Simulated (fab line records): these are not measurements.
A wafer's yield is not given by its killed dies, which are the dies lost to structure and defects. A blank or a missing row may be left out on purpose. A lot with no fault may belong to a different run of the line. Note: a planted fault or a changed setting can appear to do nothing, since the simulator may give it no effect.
What tool caused it?    flow sky130    Sampling: 13 lots, 39 wafers, 5 of 708 route steps

== WHAT EACH GAUGE READ, for each wafer ==
SKY_NWELL_OVL_MEAS_23. Usual: NWELL_01_OVL 0.1 nm, standard deviation 1.6.
lot   measured      on          NWELL_01_OVL (nm)  flag
L850  day 5 07:52   overlay-02  -0.1 0.0 2.1       
L852  day 5 22:39   overlay-01  0.1 -1.4 -0.6      
L855  day 6 14:47   overlay-02  -2.3 1.0 0.4       
L856  day 6 17:03   overlay-01  1.7 0.6 0.0        
L857  day 7 01:14   overlay-01  -2.0 1.2 -0.6      
L858  day 7 09:38   overlay-01  -0.6 -0.7 -2.7     
L859  day 7 12:11   overlay-02  -1.5 -0.4 0.1      
L860  day 7 14:44   overlay-01  -3.0 -2.2 -2.5     
L861  day 8 02:02   overlay-01  0.5 -0.1 1.3       
L863  day 8 13:34   overlay-01  0.3 1.5 -0.3       
L867  day 9 22:09   overlay-02  2.5 2.4 3.2        
L871  day 11 06:23  overlay-02  -1.0 0.1 -1.9      
L873  day 11 08:56  overlay-02  0.0 -0.4 -4.2      

SKY_GATE_OXIDE_TW_MEAS_14. Usual: GATE_OXIDE_TW 223.7, standard deviation 1.1.
lot   measured      on            GATE_OXIDE_TW      flag
L850  day 14 07:43  filmMetro-04  224.7 224.7 224.4  
L852  day 14 17:20  filmMetro-04  225.6 224.5 223.9  
L855  day 15 10:22  filmMetro-01  222.8 224.1 223.4  
L856  day 15 17:10  filmMetro-01  224.2 222.4 223.7  
L857  day 16 03:46  filmMetro-01  222.4 224.5 225.4  
L858  day 16 16:17  filmMetro-01  224.4 223.2 225.4  
L859  day 16 21:46  filmMetro-01  223.1 223.0 223.1  
L860  day 16 22:24  filmMetro-01  224.8 223.6 223.9  
L861  day 17 10:10  filmMetro-01  222.5 223.8 222.4  
L863  day 18 07:45  filmMetro-03  221.7 220.3 220.9  
L867  day 20 06:22  filmMetro-01  224.2 223.4 223.5  
L871  day 21 23:08  filmMetro-01  223.2 223.1 223.6  
L873  day 22 01:29  filmMetro-01  222.8 222.7 222.5  

SKY_CONTACT_THK_MEAS_26: measures by xrf. Usual: CONTACT_W_THK 330 nm, standard deviation 8.2.
lot   measured      on            CONTACT_W_THK (nm)  flag
L850  day 31 22:17  filmMetro-03  336 337 339         
L852  day 32 04:58  filmMetro-03  346 336 347         
L855  day 33 02:04  filmMetro-01  318 321 320         
L856  day 33 08:10  filmMetro-01  324 327 326         
L857  day 33 16:08  filmMetro-01  331 324 323         
L858  day 34 04:07  filmMetro-03  338 335 332         
L859  day 34 08:25  filmMetro-01  312 322 309         
L860  day 34 10:49  filmMetro-01  321 320 319         
L861  day 35 02:13  filmMetro-03  342 325 327         
L863  day 35 14:10  filmMetro-01  321 332 322         
L867  day 37 09:36  filmMetro-03  338 324 320         
L871  day 38 21:17  filmMetro-02  325 325 325         
L873  day 38 22:33  filmMetro-01  324 324 324         

== WHICH TOOL RAN EACH LOT (tool, then ch and the chambers of the sampled wafers, then the start) ==
lot   SKY_GATE_OXIDE_IMPLANT_11        SKY_CONTACT_CMP_04
L850  implanter-04 ch 0, day 14 07:25  cmp-01 ch 1,2, day 30 17:57
L852  implanter-01 ch 0, day 14 16:55  cmp-01 ch 0,2,3, day 31 01:26
L855  implanter-01 ch 0, day 15 10:02  cmp-02 ch 2,3, day 31 21:29
L856  implanter-01 ch 0, day 15 16:50  cmp-02 ch 2,3, day 32 03:16
L857  implanter-01 ch 0, day 16 03:25  cmp-01 ch 0,1,3, day 32 12:45
L858  implanter-01 ch 0, day 16 15:55  cmp-02 ch 0,1,2, day 32 23:14
L859  implanter-02 ch 0, day 16 21:25  cmp-01 ch 0,1,2, day 33 04:44
L860  implanter-01 ch 0, day 16 22:02  cmp-01 ch 0,1,2, day 33 07:01
L861  implanter-04 ch 0, day 17 09:49  cmp-01 ch 0,1, day 33 23:46
L863  implanter-01 ch 0, day 18 07:25  cmp-02 ch 0,3, day 34 10:19
L867  implanter-04 ch 0, day 20 06:01  cmp-01 ch 1,3, day 36 07:05
L871  implanter-02 ch 0, day 21 22:46  cmp-02 ch 0,2, day 37 18:34
L873  implanter-02 ch 0, day 22 01:08  cmp-02 ch 0,1,3, day 37 19:34
- SKY_GATE_OXIDE_IMPLANT_11
- SKY_CONTACT_CMP_04: polishes SiO2.

== WHAT THE TOOLS THEMSELVES READ (means of the sampled wafers that have a number; where no wafer has one, the mark that the record gives instead) ==
SKY_CONTACT_CMP_04. Usual: motorCurrentA 12.5 A, standard deviation 1.1; timeToEndpointS 81 s, standard deviation 4.2.
lot   tool    motorCurrentA (A)  timeToEndpointS (s)  flag
L850  cmp-01  13.9               78                   
L852  cmp-01  12.6               78                   
L855  cmp-02  13.0               80                   
L856  cmp-02  13.1               81                   
L857  cmp-01  12.9               84                   
L858  cmp-02  12.6               80                   
L859  cmp-01  13.0               79                   
L860  cmp-01  13.4               82                   
L861  cmp-01  12.8               80                   
L863  cmp-02  11.1               80                   
L867  cmp-01  13.1               79                   
L871  cmp-02  12.6               86                   
L873  cmp-02  11.5               90                   

== THE ANSWER, worked out from the rows above alone ==
Rule: a lot counts as off when the mean over its wafers that have a number is more than 3 standard deviations away from the usual mean. A lot without any number at a reading at which 4 lots or more have one is off too. All remaining lots with rows at the step are treated as sound. First the gauges in route order, then the tools' own readings, where a lot's mean is used as printed above. The first step at which some lot is off is used, and at that step the reading that is off furthest; a lot without a number counts as furthest.
No lot is off at any reading shown: from this, nothing can be told.

== WHAT THE SIMULATOR HAD PUT IN ==
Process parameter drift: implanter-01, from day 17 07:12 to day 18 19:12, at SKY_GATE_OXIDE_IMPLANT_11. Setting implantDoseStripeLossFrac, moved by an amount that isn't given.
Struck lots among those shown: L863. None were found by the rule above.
